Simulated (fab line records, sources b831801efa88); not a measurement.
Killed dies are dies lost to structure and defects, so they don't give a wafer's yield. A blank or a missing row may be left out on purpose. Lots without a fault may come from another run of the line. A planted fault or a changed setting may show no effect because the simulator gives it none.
A struck lot beside a sound one | flow sky130 | 15 steps out of a route of 708
Sound: wafers L845.3, L845.4, L845.6. Struck: wafers L850.3, L850.6. The cause comes at the end.
At each step with rows: each side's tool, then ch and its chambers, then its first start. Under that, the readings that differ: sound wafers | struck wafers | difference of the means | sigmas: that difference in standard deviations of wafers without a fault.
alike: readings whose means differ by less than 2 such deviations, and words and numbers that are the same on both sides. not compared: withheld readings, readings that some wafer has no value for, bounds like >300 that may hide the same value, and numbers for which the record gives no deviation and whose values overlap.
The two part at a step that has a row with sigmas, a row that says differs or no value, or rows on one side only. Numbers that don't overlap but have no deviation are shown without sigmas and don't part them. A reading that every wafer of one side lacks parts them only if that side has two wafers or more.

first, 8 steps without rows for these wafers: SKY_CONTACT_DEHYDRATE_06 (time 60 s); SKY_CONTACT_HMDS_07 (prime time 60 s); SKY_CONTACT_COAT_08 (resist thk 60 nm); SKY_CONTACT_COAT_09 (resist thk 450 nm); SKY_CONTACT_SOFTBAKE_10 (time 90 s); SKY_CONTACT_EXPOSE_11 (exposes mask CTM1, target cd 170 nm); SKY_CONTACT_PEB_12; SKY_CONTACT_DEVELOP_13 (develop time 60 s).
SKY_CONTACT_CD_MEAS_14: target cd 170 nm.
  sound on cd_sem-01, day 33 23:06; struck on cd_sem-01, day 35 15:43
  alike: cd_nm
SKY_CONTACT_OVL_MEAS_15:
  sound on overlay-01, day 33 23:11; struck on overlay-02, day 35 15:49
  reading          | sound    | struck | difference | sigmas
  CONTACT_OVL (nm) | -1 -8 -1 | 9 13   | +14        | +3
SKY_CONTACT_ETCH_16: etches BARC in N2/H2, stops on SiO2, time 45.9 s, target depth 60 nm.
  sound on rie_diel-01 ch 0,2, day 33 23:13; struck on rie_diel-01 ch 1,3, day 35 15:50
  alike: drypump_motor_current_A, oes_product_au, throttle_valve_pct
  not compared: rf_hours_counter_h
SKY_CONTACT_ETCH_17: etches SiO2 in C4F8/O2/Ar, stops on Si3N4, target depth 340 nm.
  sound on rie_diel-01 ch 0,2, day 33 23:16; struck on rie_diel-01 ch 1,3, day 35 15:53
  alike: oes_product_au
SKY_CONTACT_ETCH_18: etches Si3N4 in CHF3/O2, stops on TiN, time 39 s, target depth 75 nm.
  sound on rie_diel-01 ch 0,2, day 33 23:00; struck on rie_diel-01 ch 1,3, day 35 15:00
  reading                                        | sound           | struck      | difference | sigmas
  model.KrF-thick_of_CONTACT_COAT_09.thk_nm (nm) | 241 242.1 239.7 | 260.9 257.1 | +18.1      |
  alike: drypump_motor_current_A, oes_product_au, throttle_valve_pct
  not compared: rf_hours_counter_h
SKY_CONTACT_STRIP_19: strips in O2/N2.
  sound on plasma_asher-03 ch 0,1, day 33 23:23; struck on plasma_asher-03 ch 0,1, day 35 16:00
  reading                      | sound          | struck    | difference | sigmas
  strip_time_to_endpoint_s (s) | 3.60 3.62 3.59 | 3.81 3.78 | +0.19      | +6
  alike: drypump_motor_current_A, oes_product_au
  not compared: rf_hours_counter_h
then, 1 step without rows for these wafers: SKY_CONTACT_STRIP_20 (strips in post etch residue remover, time 1200 s).

WHERE THEY PART
First at SKY_CONTACT_OVL_MEAS_15; last, within this record, at SKY_CONTACT_STRIP_19.

WHY: what the simulator had put in
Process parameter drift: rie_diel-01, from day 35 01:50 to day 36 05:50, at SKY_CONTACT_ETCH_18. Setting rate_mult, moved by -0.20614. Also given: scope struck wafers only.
